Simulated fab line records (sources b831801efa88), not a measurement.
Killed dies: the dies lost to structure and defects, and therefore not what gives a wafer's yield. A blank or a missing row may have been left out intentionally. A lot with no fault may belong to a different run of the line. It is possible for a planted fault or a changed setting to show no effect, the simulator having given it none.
Split-lot trial    flow gf180mcu    23 wafers read from 5 lots, route of 602 steps

ON THE SPLIT
At GF_HV_LDD_DEVELOP_06 (develop time 60 s), the setting develop time s was moved away from the recipe's 60 s on 11 of the 23 wafers read, by -11.8% to +11.5%. This setting was run at the recipe's value on the other wafers.

The file shows no step between the split and the reading.

THE READING
cd nm at GF_HV_LDD_CD_MEAS_07, given in nm (cd target 400 nm). On this fab line, fault-free wafers typically give 400.1 nm with a standard deviation of 2.7 nm.

wafer   tool, chamber at the split  develop time s as run, s  against the recipe  cd nm, nm  against lot-mates on the recipe
L075.1  litho track-03, 0           60                        recipe              399.0      -
L075.2  litho track-03, 0           66.91                     +11.5%              409.9      +9.8
L075.3  litho track-03, 0           66.91                     +11.5%              411.6      +11.5
L075.5  litho track-03, 0           60                        recipe              401.2      -
L075.6  litho track-03, 0           66.91                     +11.5%              408.1      +8.0
L076.1  litho track-04, 0           52.91                     -11.8%              389.7      -11.5
L076.2  litho track-04, 0           52.91                     -11.8%              386.8      -14.4
L076.3  litho track-04, 0           60                        recipe              401.2      -
L076.5  litho track-04, 0           52.91                     -11.8%              386.1      -15.1
L076.6  litho track-04, 0           60                        recipe              401.2      -
L079.1  litho track-01, 0           60                        recipe              405.1      -
L079.2  litho track-01, 0           63.49                     +5.8%               408.7      +4.5
L079.3  litho track-01, 0           60                        recipe              403.7      -
L079.4  litho track-01, 0           63.49                     +5.8%               409.3      +5.1
L079.5  litho track-01, 0           60                        recipe              403.8      -
L080.1  litho track-04, 0           60                        recipe              396.7      -
L080.2  litho track-04, 0           60                        recipe              396.1      -
L080.6  litho track-04, 0           60                        recipe              398.5      -
L085.1  litho track-01, 0           52.93                     -11.8%              387.9      -12.8
L085.2  litho track-01, 0           52.93                     -11.8%              386.8      -13.8
L085.4  litho track-01, 0           60                        recipe              400.5      -
L085.5  litho track-01, 0           52.93                     -11.8%              387.5      -13.1
L085.6  litho track-01, 0           60                        recipe              400.8      -

FIT RESULTS
A straight line over all 23 wafers: cd nm changes by +1.03 nm for each +1% of develop time s; r = +0.95; the points scatter about the line by 2.5 nm.
The same after taking each lot's own level away (the mean of its wafers on the recipe; 23 wafers): +1.02 nm for each +1%; r = +0.99; scatter 1.3 nm.
The reading moves by 12 nm for the largest change in develop time s, on that fit.
The span of the lots' own levels, 397.10 to 404.20 nm, comes to 2.6 times the standard deviation stated above.
The two slopes are in agreement: the lot-to-lot level therefore moves the slope only a little.
Check: for one of the wafers moved furthest among these (-11.8%), held out of the fit, the line's prediction against its lot-mates is -13 nm. Against them it came out at -11.5 nm.

FURTHER SPLITS ON THESE WAFERS
Before the reading, these wafers also passed through other splits. Each is held against what the fit with the lots' levels taken away leaves over:
other split on the same wafers   wafers away from the commonest value  r with cd nm (lot level and that fit taken away)
GF_DUAL_GATE_SOFTBAKE_07 temp c  7                                     +0.32
GF_POLY_GATE_ETCH_13 time s      5                                     +0.13

THE FILE'S OWN FIT
cd nm changes by +1.03 nm for each +1% of develop time s, r = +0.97.
